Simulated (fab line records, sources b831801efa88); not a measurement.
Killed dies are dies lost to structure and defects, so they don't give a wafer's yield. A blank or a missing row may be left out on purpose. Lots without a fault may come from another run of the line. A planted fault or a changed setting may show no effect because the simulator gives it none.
A struck lot beside a sound one | flow sfq_line | 42 steps out of a route of 325
Sound: wafers L379.1, L379.4, L379.6. Struck: wafer L386.4. (L386.3, L386.6 of the same lot were not struck and are left out.) The cause comes at the end.
At each step with rows: each side's tool, then ch and its chambers, then its first start. Under that, the readings that differ: sound wafers | struck wafers | difference of the means | sigmas: that difference in standard deviations of wafers without a fault.
alike: readings whose means differ by less than 2 such deviations, and words and numbers that are the same on both sides. not compared: withheld readings, readings that some wafer has no value for, bounds like >300 that may hide the same value, and numbers for which the record gives no deviation and whose values overlap.
The two part at a step that has a row with sigmas, a row that says differs or no value, or rows on one side only. Numbers that don't overlap but have no deviation are shown without sigmas and don't part them. A reading that every wafer of one side lacks parts them only if that side has two wafers or more.

first, 6 steps without rows for these wafers: SFQ_TRILAYER_I0_VIA_LITHO_COAT_036 (resist thk 62 nm); SFQ_TRILAYER_I0_VIA_LITHO_COAT_031 (resist thk 650 nm); SFQ_TRILAYER_I0_VIA_LITHO_SOFTBAKE_035; SFQ_TRILAYER_I0_VIA_LITHO_EXPOSE_032 (exposes mask I0, target cd 500 nm); SFQ_TRILAYER_I0_VIA_LITHO_PEB_034 (peb time 60 s); SFQ_TRILAYER_I0_VIA_LITHO_DEVELOP_033 (time 60 s).
SFQ_I0_OVL_MEAS_908:
  sound on overlay-02, day 16 07:46; struck on overlay-02, day 18 15:59
  alike: I0_OVL
then, 5 steps without rows for these wafers: SFQ_TRILAYER_I0_VIA_BARC_OPEN_VIA_ETCH_046 (etches BARC in O2, target depth 125 nm, time 41.7 s); SFQ_TRILAYER_I0_VIA_ETCH_VIA_ETCH_034 (etches SiO2 in CHF3, stops on Nb, target depth 260 nm); SFQ_TRILAYER_I0_VIA_STRIP_STRIP_035 (strips in O2); SFQ_TRILAYER_I0_VIA_STRIP_SOLV_CLEAN_036 (cleans in NMP, time 600 s); SFQ_TRILAYER_M1_DEP_PRE_CLEAN_038 (time 22.5 s).
SFQ_TRILAYER_M1_DEP_SPUTTER_037: material Nb, target thk 200 nm, time 133.3 s.
  sound on pvd_sputter-03, day 16 08:46; struck on pvd_sputter-05, day 18 16:59
  reading                                             | sound             | struck | difference | sigmas
  model.Nb_of_TRILAYER_M1_DEP_SPUTTER_037.thk_nm (nm) | 196.7 201.2 198.9 | 376.5  | +177.6     |
  alike: resputter_cathode_voltage_v, substrate_temp_c, throttle_valve_pct
SFQ_M1_RS_MEAS_909: measures by four-point-probe.
  sound on film_metro-03, day 16 08:52; struck on film_metro-01, day 18 17:07
  reading           | sound             | struck | difference | sigmas
  M1_NB_RS (ohm/sq) | 0.907 0.885 0.895 | 0.470  | -0.426     | -33
then, 6 steps without rows for these wafers: SFQ_TRILAYER_M1_LITHO_COAT_044 (resist thk 62 nm); SFQ_TRILAYER_M1_LITHO_COAT_039 (resist thk 600 nm); SFQ_TRILAYER_M1_LITHO_SOFTBAKE_043; SFQ_TRILAYER_M1_LITHO_EXPOSE_040 (exposes mask M1, target cd 500 nm); SFQ_TRILAYER_M1_LITHO_PEB_042 (peb time 60 s); SFQ_TRILAYER_M1_LITHO_DEVELOP_041 (time 60 s).
-- the record jumps here: 7 days lie between the struck wafers' starts before and after --
SFQ_M1_OVL_MEAS_911:
  sound on overlay-02, day 22 22:03; struck on overlay-02, day 25 12:51
  alike: M1_OVL
SFQ_TRILAYER_M1_BARC_OPEN_METAL_ETCH_054: etches BARC in O2, target depth 125 nm, time 41.7 s.
  sound on rie_metal-01 ch 0,1, day 22 22:05; struck on rie_metal-01 ch 1, day 25 12:53
  alike: drypump_motor_current_A, oes_product_au
  not compared: rf_hours_counter_h
SFQ_TRILAYER_M1_ETCH_METAL_ETCH_042: etches Nb in Cl2/Ar, stops on SiO2, target depth 240 nm, time 120 s.
  sound on rie_metal-01 ch 0,1, day 22 22:08; struck on rie_metal-01 ch 1, day 25 12:58
  reading               | sound             | struck | difference | sigmas
  oes_product_au (a.u.) | 0.882 0.903 0.882 | 1.002  | +0.113     | +13
  alike: drypump_motor_current_A
  not compared: rf_hours_counter_h
SFQ_TRILAYER_M1_STRIP_STRIP_043: strips in O2.
  sound on rie_metal-01 ch 0,1, day 22 22:16; struck on rie_metal-01 ch 1, day 25 13:15
  alike: drypump_motor_current_A, oes_product_au
  not compared: rf_hours_counter_h
then, 3 steps without rows for these wafers: SFQ_TRILAYER_M1_STRIP_SOLV_CLEAN_044 (cleans in NMP, time 600 s); SFQ_TRILAYER_I1_DEP_PECVD_045 (deposits SiO2 from SiH4/N2O, time 111.11 s, target thk 500 nm); SFQ_TRILAYER_I1_CMP_CMP_046 (polishes SiO2).
SFQ_I1_BOW_MEAS_912:
  sound on film_metro-04, day 23 02:07; struck on film_metro-02, day 25 17:22
  alike: I1_BOW
SFQ_TRILAYER_I1_METRO_MEASURE_047:
  sound on film_metro-04, day 23 02:14; struck on film_metro-02, day 25 17:50
  alike: thk_nm
then, 6 steps without rows for these wafers: SFQ_TRILAYER_I1_VIA_LITHO_COAT_054 (resist thk 62 nm); SFQ_TRILAYER_I1_VIA_LITHO_COAT_049 (resist thk 650 nm); SFQ_TRILAYER_I1_VIA_LITHO_SOFTBAKE_053; SFQ_TRILAYER_I1_VIA_LITHO_EXPOSE_050 (exposes mask I1, target cd 500 nm); SFQ_TRILAYER_I1_VIA_LITHO_PEB_052 (peb time 60 s); SFQ_TRILAYER_I1_VIA_LITHO_DEVELOP_051 (time 60 s).
-- the record jumps here: 6 days lie between the struck wafers' starts before and after --
SFQ_I1_OVL_MEAS_913:
  sound on overlay-01, day 29 14:25; struck on overlay-02, day 32 04:17
  alike: I1_OVL
SFQ_TRILAYER_I1_VIA_BARC_OPEN_VIA_ETCH_071: etches BARC in O2, target depth 125 nm, time 41.7 s.
  sound on rie_diel-03 ch 0,1,2, day 29 14:26; struck on rie_diel-01 ch 3, day 32 04:19
  alike: drypump_motor_current_A, oes_product_au
  not compared: rf_hours_counter_h
SFQ_TRILAYER_I1_VIA_ETCH_VIA_ETCH_052: etches SiO2 in CHF3, stops on Nb, target depth 260 nm.
  sound on rie_diel-03 ch 0,1,2, day 29 14:29; struck on rie_diel-01 ch 3, day 32 04:21
  alike: drypump_motor_current_A, oes_product_au
then, 3 steps without rows for these wafers: SFQ_TRILAYER_I1_VIA_STRIP_STRIP_053 (strips in O2); SFQ_TRILAYER_I1_VIA_STRIP_SOLV_CLEAN_054 (cleans in NMP, time 600 s); SFQ_TRILAYER_M2_DEP_PRE_CLEAN_056 (time 22.5 s).
-- the record jumps here: 60 days lie between the struck wafers' starts before and after --
SFQ_M8_BOW_MEAS_951:
  sound on film_metro-01, day 89 09:59; struck on film_metro-02, day 92 15:25
  reading                       | sound               | struck | difference | sigmas
  model.etest.m1.comb_log10_ohm | 12 12 12            | 0      | -12        |
  model.etest.m1.ohm_sq         | 0.9049 0.885 0.8952 | 0.4728 | -0.4222    |
  alike: M8_BOW

WHERE THEY PART
First at SFQ_M1_RS_MEAS_909; last, within this record, at SFQ_TRILAYER_M1_ETCH_METAL_ETCH_042. Later steps at which nothing parts them and some readings are alike: SFQ_TRILAYER_M1_STRIP_STRIP_043, SFQ_I1_BOW_MEAS_912, SFQ_TRILAYER_I1_METRO_MEASURE_047, SFQ_I1_OVL_MEAS_913, SFQ_TRILAYER_I1_VIA_BARC_OPEN_VIA_ETCH_071, SFQ_TRILAYER_I1_VIA_ETCH_VIA_ETCH_052, SFQ_M8_BOW_MEAS_951.

WHY: what the simulator had put in
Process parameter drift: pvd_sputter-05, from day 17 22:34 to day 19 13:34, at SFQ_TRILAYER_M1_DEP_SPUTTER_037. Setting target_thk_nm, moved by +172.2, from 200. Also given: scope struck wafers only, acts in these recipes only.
